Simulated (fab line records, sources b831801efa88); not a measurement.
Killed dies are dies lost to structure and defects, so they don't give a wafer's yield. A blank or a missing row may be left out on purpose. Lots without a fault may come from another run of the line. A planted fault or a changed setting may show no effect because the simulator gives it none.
A struck lot beside a sound one | flow sky130 | 14 steps out of a route of 708
Sound: wafers L481.3, L481.4, L481.6. Struck: wafers L479.1, L479.2, L479.6. The cause comes at the end.
At each step with rows: each side's tool, then ch and its chambers, then its first start. Under that, the readings that differ: sound wafers | struck wafers | difference of the means | sigmas: that difference in standard deviations of wafers without a fault.
alike: readings whose means differ by less than 2 such deviations, and words and numbers that are the same on both sides. not compared: withheld readings, readings that some wafer has no value for, bounds like >300 that may hide the same value, and numbers for which the record gives no deviation and whose values overlap.
The two part at a step that has a row with sigmas, a row that says differs or no value, or rows on one side only. Numbers that don't overlap but have no deviation are shown without sigmas and don't part them. A reading that every wafer of one side lacks parts them only if that side has two wafers or more.

first, 1 step without rows for these wafers: SKY_SONOS_ONO_WET_ETCH_16 (etches SiO2 in dHF, target depth 14 nm, time 280 s).
SKY_SONOS_ONO_STRIP_17: strips in O2/N2.
  sound on plasma_asher-03 ch 0,1, day 20 00:20; struck on plasma_asher-03 ch 0,1, day 18 22:00
  alike: drypump_motor_current_A, oes_product_au, strip_time_to_endpoint_s
  not compared: rf_hours_counter_h
then, 3 steps without rows for these wafers: SKY_SONOS_ONO_WET_ETCH_18 (etches Si3N4 in H3PO4, target depth 15 nm, time 172 s); SKY_GATE_OXIDE_CLEAN_00 (cleans in SC1/SC2, time 150 s); SKY_GATE_OXIDE_OXIDATION_01 (stabilise 600 s, purge 300 s, target thk 10.268 nm).
SKY_GATE_OXIDE_THK_MEAS_02:
  sound on film_metro-01, day 20 03:35; struck on film_metro-04, day 18 23:37
  alike: GATE_OXIDE_OXIDATION_00_THK
then, 6 steps without rows for these wafers: SKY_GATE_OXIDE_DEHYDRATE_03 (time 60 s); SKY_GATE_OXIDE_HMDS_04 (prime time 60 s); SKY_GATE_OXIDE_COAT_05 (resist thk 1140 nm); SKY_GATE_OXIDE_SOFTBAKE_06 (time 60 s); SKY_GATE_OXIDE_EXPOSE_07 (exposes mask LVOM, target cd 600 nm); SKY_GATE_OXIDE_PEB_08.
SKY_GATE_OXIDE_DEVELOP_09: develop time 60 s.
  sound on litho_track-03 ch 0, day 21 07:18; struck on litho_track-03, day 20 06:30
  no value came back on the struck wafers for chill_plate_temp_C (C), develop_time_s (s); on the sound wafers chill_plate_temp_C (C) reads 23.13 23.17 23.48
SKY_GATE_OXIDE_OVL_MEAS_10:
  sound on overlay-01, day 21 07:25; struck on overlay-02, day 20 06:39
  reading             | sound       | struck | difference                    | sigmas
  GATE_OXIDE_OVL (nm) | 0.5 0.8 1.9 | - - -  | no value on the struck wafers |

WHERE THEY PART
First at SKY_GATE_OXIDE_DEVELOP_09; last, within this record, at SKY_GATE_OXIDE_OVL_MEAS_10.

WHY: what the simulator had put in
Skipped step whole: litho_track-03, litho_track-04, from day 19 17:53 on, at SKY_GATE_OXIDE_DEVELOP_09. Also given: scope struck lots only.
